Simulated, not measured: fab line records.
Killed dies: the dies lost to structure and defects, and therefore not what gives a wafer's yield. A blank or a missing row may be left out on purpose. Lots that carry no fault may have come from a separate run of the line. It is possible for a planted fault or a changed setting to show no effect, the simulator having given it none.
fab line records    flow sky130
record: lots: 6  wafers: 18  last_day: 50
route steps=708 shown VIA2@509 PAD_OPEN@708
lots that met no fault: from a run of the same line without faults
start_h: start of the lot's first displayed wafer, in hours after the record's first day    wait_h: how many hours have passed since the lot's step before this one    " identical to the entry in the row above    L1.1+2: a single row standing in for several wafers    - no value present, or no start provided    * or withheld: withheld    < > ~ a bound
route shown NAME@n: NAME is a module with steps in the file, n the number in the route of the first one    usual: the fault-free wafers' mean and standard deviation    same: alike in all rows    chamber/n: place in a boat    sites: the reading at each site    _std_site: their standard deviation    _edge_site: mean of outer sites minus mean of inner sites    radius_mm: how far each site lies from the wafer's centre    mask NAME#n: copy n    behind: the most recent tool/chamber to have shaped the wafer    hold: reason for holding the lot/hours on hold/outcome of the hold    device: the transistor (n, p or np) that didn't switch    end of line: the tests these same wafers got at the end of their route    for a step that has no rows: nothing shown but its recipe    killed: count of dies lost to structure and defects at first sort (not the wafer's yield)    map: dies across one wafer; x = killed, . = not, _ = none there
set.NAME: setting as actually run; set.NAME@STEP: the setting as run at that earlier step    model.NAME: the simulator's own value behind a step, which no gauge read
certain route steps with their lots: each step a table, each wafer a row
services: from which hour (start_h, from the record's first day; less than 0 if before it) a tool's chamber was out of use, for how many hours, and why
== steps ==
step: SKY_VIA2_CMP_02
recipe: material: SiO2  down_force_psi: 4  platen_rpm: 60  pad_velocity_m_s: 0.94248
usual: motor_current_A: 12.0/1.3
lot.wafer  tool    chamber  start_h  wait_h  motor_current_A
L955.1     cmp-02  0        871.17   0.2     12.3
L955.5     "       1        "        "       12.0
L955.6     "       2        "        "       11.8
L956.2     cmp-01  2        872.26   0.0     9.4
L956.4     "       1        "        "       13.2
L956.5     "       2        "        "       9.3
L957.1     cmp-01  3        891.95   0.1     12.1
L957.2     "       0        "        "       11.9
L957.6     "       0        "        "       12.1
L965.1     cmp-01  1        938.48   0.1     13.2
L965.5     "       1        "        "       12.9
L965.6     "       2        "        "       9.2
L969.2     cmp-02  0        962.23   0.1     12.8
L969.4     "       1        "        "       12.0
L969.6     "       0        "        "       12.9
L972.3     cmp-01  0        977.79   0.0     13.7
L972.6     "       0        "        "       12.5
L972.5     "       1        "        "       13.7
step: SKY_VIA2_BOW_MEAS_03
recipe: mode: bow
usual: VIA2_BOW: 87/8.1
lot.wafer  tool           chamber  start_h  wait_h  VIA2_BOW[um]
L955.1     film_metro-04  -        871.32   0.1     87
L955.5     "              -        "        "       87
L955.6     "              -        "        "       75
L956.2     film_metro-02  -        872.58   0.3     89
L956.4     "              -        "        "       96
L956.5     "              -        "        "       102
L957.1     film_metro-02  -        892.25   0.2     87
L957.2     "              -        "        "       92
L957.6     "              -        "        "       102
L965.1     film_metro-03  -        938.78   0.2     85
L965.5     "              -        "        "       80
L965.6     "              -        "        "       79
L969.2     film_metro-04  -        962.50   0.2     99
L969.4     "              -        "        "       105
L969.6     "              -        "        "       83
L972.3     film_metro-02  -        978.13   0.3     76
L972.5     "              -        "        "       67
L972.6     "              -        "        "       76
step: SKY_VIA2_DEHYDRATE_04
recipe: temp_c: 200  time_s: 60
step: SKY_VIA2_HMDS_05
recipe: prime_time_s: 60  prime_temp_c: 120
step: SKY_VIA2_COAT_06
recipe: resist: BARC  temp_c: withheld  time_s: withheld  spin_rpm: 3000  resist_thk_nm: 60
step: SKY_VIA2_COAT_07
recipe: resist: KrF-thick  spin_rpm: 3000  resist_thk_nm: 450
step: SKY_VIA2_SOFTBAKE_08
recipe: temp_c: 100  time_s: 90  resist: KrF-thick
step: SKY_VIA2_EXPOSE_09
recipe: mask_id: VIM2  na: 0.8  source_shape: annular  sigma_inner: 0.55  sigma_outer: 0.85  target_cd_nm: 200  dose_mj: 38
step: SKY_VIA2_PEB_10
recipe: peb_temp_c: withheld  peb_time_s: withheld  resist: KrF-thick
step: SKY_VIA2_DEVELOP_11
recipe: develop_time_s: 60  resist: KrF-thick  dev_temp_c: 21
step: SKY_VIA2_CD_MEAS_12
recipe: target_cd_nm: 200
usual: cd_nm: 200.3/1.5
lot.wafer  tool       chamber  start_h  wait_h  cd_nm
L955.1     cd_sem-02  -        897.03   -       200.0
L955.5     "          -        "        "       197.8
L955.6     "          -        "        "       198.3
L956.2     cd_sem-02  -        897.75   -       198.7
L956.4     "          -        "        "       198.6
L956.5     "          -        "        "       199.5
L957.1     cd_sem-01  -        917.21   -       199.9
L957.2     "          -        "        "       199.6
L957.6     "          -        "        "       199.7
L965.1     cd_sem-02  -        963.39   -       199.7
L965.5     "          -        "        "       199.4
L965.6     "          -        "        "       200.2
L969.2     cd_sem-02  -        985.90   -       201.2
L969.4     "          -        "        "       199.9
L969.6     "          -        "        "       200.9
L972.3     cd_sem-01  -        1001.82  -       200.3
L972.5     "          -        "        "       201.2
L972.6     "          -        "        "       201.8
step: SKY_VIA2_OVL_MEAS_13
usual: VIA2_OVL: -3/4.5
lot.wafer  tool        chamber  start_h  wait_h  VIA2_OVL[nm]
L955.1     overlay-01  -        897.15   0.1     4
L955.5     "           -        "        "       -2
L955.6     "           -        "        "       2
L956.2     overlay-02  -        897.86   0.1     1
L956.4     "           -        "        "       -9
L956.5     "           -        "        "       -3
L957.1     overlay-02  -        917.33   0.1     5
L957.2     "           -        "        "       0
L957.6     "           -        "        "       -4
L965.1     overlay-01  -        963.51   0.1     -5
L965.5     "           -        "        "       6
L965.6     "           -        "        "       -10
L969.2     overlay-01  -        986.01   0.1     -9
L969.4     "           -        "        "       -2
L969.6     "           -        "        "       -3
L972.3     overlay-01  -        1001.92  0.1     -1
L972.5     "           -        "        "       -3
L972.6     "           -        "        "       -5
step: SKY_VIA2_ETCH_14
recipe: chemistry: N2/H2  target: BARC  ion_energy_ev: 200  source_w: 500  bias_w: 100  pressure_mtorr: 30  n2_flow_sccm: 100  h2_flow_sccm: 200  stop_on: SiO2  time_s: 45.9  target_depth_a: 600
usual: drypump_motor_current_A: 5.7/0.58  oes_product_au: 0.855/0.0048  throttle_valve_pct: 13.225/0.0089
lot.wafer  tool         chamber  start_h  wait_h  drypump_motor_current_A  oes_product_au  rf_hours_counter_h  throttle_valve_pct  model.KrF-thick_of_VIA2_COAT_07.thk_nm
L955.1     rie_diel-02  1        897.19   0.0     5.9                      0.857           12                  13.235              391.3
L955.5     "            1        "        "       5.9                      0.844           -                   13.215              392.7
L955.6     "            0        "        "       6.5                      0.850           -                   13.227              392.2
L956.2     rie_diel-01  0        897.89   0.0     5.6                      0.856           10                  13.211              389.8
L956.4     "            3        "        "       5.3                      0.859           7                   13.229              392.1
L956.5     "            2        "        "       6.7                      0.847           -                   13.218              394.4
L957.1     rie_diel-02  3        917.37   0.0     5.7                      0.854           4                   13.217              390.5
L957.2     "            0        "        "       6.5                      0.855           12                  13.227              390.3
L957.6     "            2        "        "       5.0                      0.851           -                   13.232              390.5
L965.1     rie_diel-04  2        963.55   0.0     5.5                      0.855           2                   13.224              391.9
L965.5     "            1        "        "       6.0                      0.861           -                   13.229              394.2
L965.6     "            0        "        "       5.3                      0.858           -                   13.226              394.8
L969.2     rie_diel-02  2        986.04   0.0     5.0                      0.860           25                  13.240              396.9
L969.4     "            3        "        "       5.7                      0.863           6                   13.219              393.5
L969.6     "            1        "        "       5.9                      0.864           -                   13.221              392.4
L972.3     rie_diel-02  3        1001.94  0.0     5.7                      0.861           7                   13.233              392.8
L972.5     "            3        "        "       5.7                      0.866           -                   13.229              397
L972.6     "            0        "        "       6.6                      0.851           -                   13.218              394.8
step: SKY_VIA2_ETCH_15
recipe: target: SiO2  chemistry: C4F8/O2/Ar  target_depth_nm: 546  stop_on: TiN  mask_material: KrF-thick  source_w: 1500  bias_w: 1200  pressure_mtorr: 40  c4f8_flow_sccm: withheld  O2_flow_sccm: 6  Ar_flow_sccm: 300  time_s: 84
usual: oes_product_au: 0.940/0.0046
lot.wafer  tool         chamber  start_h  wait_h  oes_product_au  rf_hours_counter_h  model.KrF-thick_of_VIA2_COAT_07.thk_nm
L955.1     rie_diel-02  1        897.23   0.0     0.938           12                  282.2
L955.5     "            1        "        "       0.938           -                   282.5
L955.6     "            0        "        "       0.938           -                   283.6
L956.2     rie_diel-01  0        897.93   0.0     0.933           10                  281.3
L956.4     "            3        "        "       0.944           7                   283.4
L956.5     "            2        "        "       0.940           -                   287
L957.1     rie_diel-02  3        917.41   0.0     0.945           4                   282.8
L957.2     "            0        "        "       0.946           12                  281.8
L957.6     "            2        "        "       0.943           -                   282.1
L965.1     rie_diel-04  2        963.59   0.0     0.944           2                   280.7
L965.5     "            1        "        "       0.938           -                   284.8
L965.6     "            0        "        "       0.947           -                   286.3
L969.2     rie_diel-02  2        986.08   0.0     0.937           25                  287.5
L969.4     "            3        "        "       0.938           6                   283.5
L969.6     "            1        "        "       0.936           -                   283
L972.3     rie_diel-02  3        1001.98  0.0     0.940           7                   283.2
L972.5     "            3        "        "       0.941           -                   286.9
L972.6     "            0        "        "       0.941           -                   285.5
step: SKY_VIA2_STRIP_16
recipe: chemistry: O2/N2  power_w: 1400  pressure_mtorr: 1500  platen_temp_c: withheld  o2_flow_sccm: 3000  n2_flow_sccm: 300  overash_fraction: 0.5
usual: drypump_motor_current_A: 5.6/0.39  oes_product_au: 0.398/0.0046  strip_time_to_endpoint_s: 4.047/0.021
lot.wafer  tool             chamber  start_h  wait_h  drypump_motor_current_A  oes_product_au  rf_hours_counter_h  strip_time_to_endpoint_s
L955.1     plasma_asher-04  1        897.30   0.0     5.8                      0.401           104                 4.038
L955.5     "                0        "        "       5.4                      0.398           -                   4.034
L955.6     "                1        "        "       5.8                      0.397           -                   4.047
L956.2     plasma_asher-02  1        898.00   0.0     5.4                      0.401           16                  4.020
L956.4     "                1        "        "       5.4                      0.402           -                   4.056
L956.5     "                1        "        "       5.4                      0.399           -                   4.087
L957.1     plasma_asher-04  0        917.47   0.0     5.4                      0.392           106                 4.028
L957.2     "                1        "        "       5.8                      0.396           106                 4.036
L957.6     "                0        "        "       5.4                      0.394           -                   4.032
L965.1     plasma_asher-01  0        963.65   0.0     5.4                      0.392           86                  4.031
L965.5     "                1        "        "       5.3                      0.399           -                   4.062
L965.6     "                0        "        "       5.4                      0.396           -                   4.094
L969.2     plasma_asher-04  1        986.15   0.0     5.8                      0.393           114                 4.090
L969.4     "                0        "        "       5.4                      0.399           -                   4.061
L969.6     "                1        "        "       5.8                      0.403           -                   4.054
L972.3     plasma_asher-01  1        1002.08  0.1     5.3                      0.393           -                   4.043
L972.5     "                0        "        "       5.4                      0.396           -                   4.087
L972.6     "                1        "        "       5.3                      0.405           -                   4.073
step: SKY_PAD_OPEN_PROBE_99
usual: defect_limited_yield: 82.3/1.9  killed_at_M0_to_M3: 43/7.4  killed_at_M4_up: 3.3/2  killed_at_contacts: 24/5.4  killed_at_front_end: 16/4.2  killed_at_other: 0.3/0.61  killed_dies: 87/9.4  killed_open: 47/7.3  killed_short: 40/6.7  sort_bin_3_pad_short: 0.9/0.43  sort_bin_5_function: 10.4/1.4  sort_bin_6_memory: 6.4/1.2  sort_n_pass: 405/9.4  sort_yield_pct: 82.3/1.9
same: gross_dies: 492  killed_at_back_side: 0  sort_bin_4_leakage[%]: 0  sort_bin_8_speed[%]: 0
lot.wafer  tool       chamber  start_h  wait_h  defect_limited_yield[%]  killed_at_M0_to_M3  killed_at_M4_up  killed_at_contacts  killed_at_front_end  killed_at_other  killed_dies  killed_open  killed_short  sort_bin_3_pad_short[%]  sort_bin_5_function[%]  sort_bin_6_memory[%]  sort_n_pass  sort_yield_pct[%]
L965.1     prober-02  -        1167.03  0.1     79.3                     53                  2                23                  23                   1                102          59           43            1.2                      11.2                    8.3                   390          79.3
L965.5     prober-02  -        1167.23  0.2     81.1                     33                  4                32                  23                   1                93           41           50            1.4                      11.8                    5.7                   399          81.1
L965.6     prober-02  -        1167.28  0.2     82.5                     39                  2                24                  21                   0                86           51           35            0.6                      11.4                    5.5                   406          82.5
L972.3     prober-01  -        1193.84  0.2     84.1                     36                  3                26                  13                   0                78           38           39            0.6                      9.6                     5.7                   414          84.1
L972.5     prober-01  -        1193.94  0.2     87.0                     30                  1                21                  12                   0                64           31           33            0.6                      8.5                     3.9                   428          87.0
L972.6     prober-01  -        1193.99  0.2     82.1                     34                  1                31                  22                   0                88           45           43            1.0                      11.8                    5.1                   404          82.1
killed by level:class
L965.1 VIA1:geometric_particle:open=17 CONTACT:geometric_particle:open=11 POLY_GATE:geometric_particle:open=8 METAL3:geometric_particle:short=7 VIA1:geometric_particle:short=7 CONTACT:geometric_particle:short=6 POLY_GATE:geometric_particle:short=5 LI_CONTACT:geometric_particle:open=5
L965.5 CONTACT:geometric_particle:open=11 POLY_GATE:geometric_particle:short=9 VIA1:geometric_particle:open=8 LI_CONTACT:geometric_particle:open=7 LOCAL_INTERCONNECT:geometric_particle:short=7 METAL2:geometric_particle:short=6 FIELD_ISO:geometric_particle:short=5 CONTACT:geometric_particle:short=5
L965.6 LI_CONTACT:geometric_particle:open=12 VIA1:geometric_particle:open=10 POLY_GATE:geometric_particle:open=7 CONTACT:geometric_particle:open=6 FIELD_ISO:geometric_particle:short=5 CONTACT:geometric_particle:short=5 METAL2:geometric_particle:short=5 VIA3:geometric_particle:open=5
L972.3 CONTACT:geometric_particle:open=13 VIA1:geometric_particle:open=7 CONTACT:geometric_particle:short=6 METAL1:geometric_particle:short=5 METAL2:geometric_particle:short=5 FIELD_ISO:geometric_particle:short=4 LOCAL_INTERCONNECT:geometric_particle:short=4 VIA2:geometric_particle:short=4
L972.5 VIA2:geometric_particle:open=7 VIA1:geometric_particle:open=6 LOCAL_INTERCONNECT:geometric_particle:short=5 FIELD_ISO:geometric_particle:short=4 CONTACT:geometric_particle:open=4 VIA1:geometric_particle:short=4 METAL2:geometric_particle:short=4 POLY_GATE:geometric_particle:open=3
L972.6 CONTACT:geometric_particle:open=17 FIELD_ISO:geometric_particle:short=9 VIA3:geometric_particle:open=7 VIA1:geometric_particle:open=7 LOCAL_INTERCONNECT:geometric_particle:short=5 CONTACT:geometric_particle:short=5 METAL1:geometric_particle:short=5 POLY_GATE:geometric_particle:open=4
== services ==
tool         chamber  start_h  hours  kind
rie_diel-02  0        854.46   4.2    repair
rie_diel-04  2        858.22   -      clean
rie_diel-04  2        858.22   19.8   scheduled_down
rie_diel-04  2        858.22   19.8   vent_cycle
rie_diel-01  3        869.22   12.1   repair
rie_diel-02  3        869.84   14.6   repair
rie_diel-02  0        874.11   9.6    repair
rie_diel-04  3        883.27   2.9    repair
rie_diel-02  0        885.51   1.2    repair
rie_diel-04  0        888.90   5.4    repair
rie_diel-04  1        894.43   11.4   repair
cmp-01       -        895.85   2.3    repair
cmp-01       -        912.00   4.0    pm
cmp-01       -        916.00   -      consumable_replace:conditioner
cmp-01       -        916.00   -      consumable_replace:pad
rie_diel-01  3        939.99   4.2    repair
rie_diel-04  3        949.54   4.9    repair
cmp-02       -        953.87   1.1    repair
rie_diel-04  3        968.77   5.7    repair
rie_diel-04  3        976.29   -      clean
rie_diel-04  3        976.29   -      consumable_replace:showerhead
rie_diel-02  0        977.53   2.9    repair
cmp-02       -        980.36   0.3    repair
cmp-02       -        994.34   8.3    repair
== key ==
first_sign none at tools or gauges
model_effect: step: SKY_VIA2_ETCH_14  value: KrF-thick_of_VIA2_COAT_07.thk_nm  without: 392.7  struck: 397
model_effect: step: SKY_VIA2_ETCH_15  value: KrF-thick_of_VIA2_COAT_07.thk_nm  without: 282.9  struck: 287.2
met_at SKY_VIA2_ETCH_14
struck_wafers L969.2,L972.5
onset_between 917.37 986.04
fault: kind: process_parameter_drift  tool: rie_diel-02  chamber: -  onset_h: 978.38  steps: SKY_VIA2_ETCH_14  channel: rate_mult  offset: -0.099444  shape: step  end_h: 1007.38  scope: struck_wafers_only
